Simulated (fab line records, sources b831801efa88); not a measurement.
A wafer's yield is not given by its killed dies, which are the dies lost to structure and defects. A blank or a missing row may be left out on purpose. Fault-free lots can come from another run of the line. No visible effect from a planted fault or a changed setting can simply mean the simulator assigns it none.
2 desks, one fault    flow gf180mcu    each desk has only its own numbers; what lay behind them comes last

## AT THE TOOL OWNER'S DESK: pecvd-03
The tool's own readings at GF_V1_CVD_02 (deposits SiO2 from TEOS, target thk 850 nm, time 94.851 s): means of the sampled wafers that have a number, for each lot that ran on this tool. A lot is out of limits, marked OUT, if its mean lies more than 4 standard deviations from the usual mean; the brackets give that distance.
Columns: A = heaterPowerW at GF_V1_CVD_02, usual 605 W; B = rfFwdPowerW at GF_V1_CVD_02, usual 596.2 W
lot   first seen here  A    B
L888  day 18 00:37     538  593.8
L894  day 20 06:10     730  595.4
L900  day 22 09:01     693  755.6 (+84) OUT
L903  day 23 12:34     632  754.8 (+83) OUT
This desk's finding: out of limits on L900, L903; first on L900, day 22 09:01 (rfFwdPowerW at GF_V1_CVD_02). Within limits: L888, L894.

## METROLOGY DESK
Means of the sampled wafers that have a number, per lot and without regard to the tool the lot ran on: this is what the gauges read. A lot is out of limits, marked OUT, if its mean lies more than 4 standard deviations from the usual mean; the brackets give that distance.
Columns: A = SALICIDE_TIN_THK at GF_SALICIDE_THK_MEAS_05, usual 19.73 nm; B = V1_CVD_02_THK at GF_V1_THK_MEAS_03, usual 853 nm
lot   first seen here  A      B
L886  day 15 05:05     20.01  859
L887  day 15 10:18     20.18  834
L888  day 15 23:30     19.74  854
L889  day 16 10:50     19.95  849
L890  day 16 15:59     19.86  855
L893  day 17 15:49     19.79  850
L894  day 18 02:07     19.58  857
L895  day 18 21:44     20.01  857
L900  day 20 05:09     19.64  907
L903  day 21 10:58     19.55  911 (+4.1) OUT
L907  day 22 09:29     19.71  859
Finding of this desk: L903 out of limits, first seen on L903 at day 23 12:39 (V1_CVD_02_THK at GF_V1_THK_MEAS_03). Within limits: L886, L887, L888, L889, L890, L893, L894, L895, L900, L907.

## TAKEN TOGETHER
The tool owner's desk had the chance to raise an alarm at day 22 09:01 on L900, L903.
An alarm was possible from the metrology desk at day 23 12:39, on L903.
The metrology desk has L900 on record, within its limits.
Of the lots named, all ran GF_V1_CVD_02 on pecvd-03.

## WHAT WAS PUT IN BY THE SIMULATOR
pecvd-03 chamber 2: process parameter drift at GF_V1_CVD_02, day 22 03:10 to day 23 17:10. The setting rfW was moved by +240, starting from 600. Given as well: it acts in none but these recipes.
Struck lots among those shown: L900, L903.
Delay (hours) between the fault's onset and each desk's first out-of-limits reading: 6 at the tool owner's desk, 33 at the metrology desk.
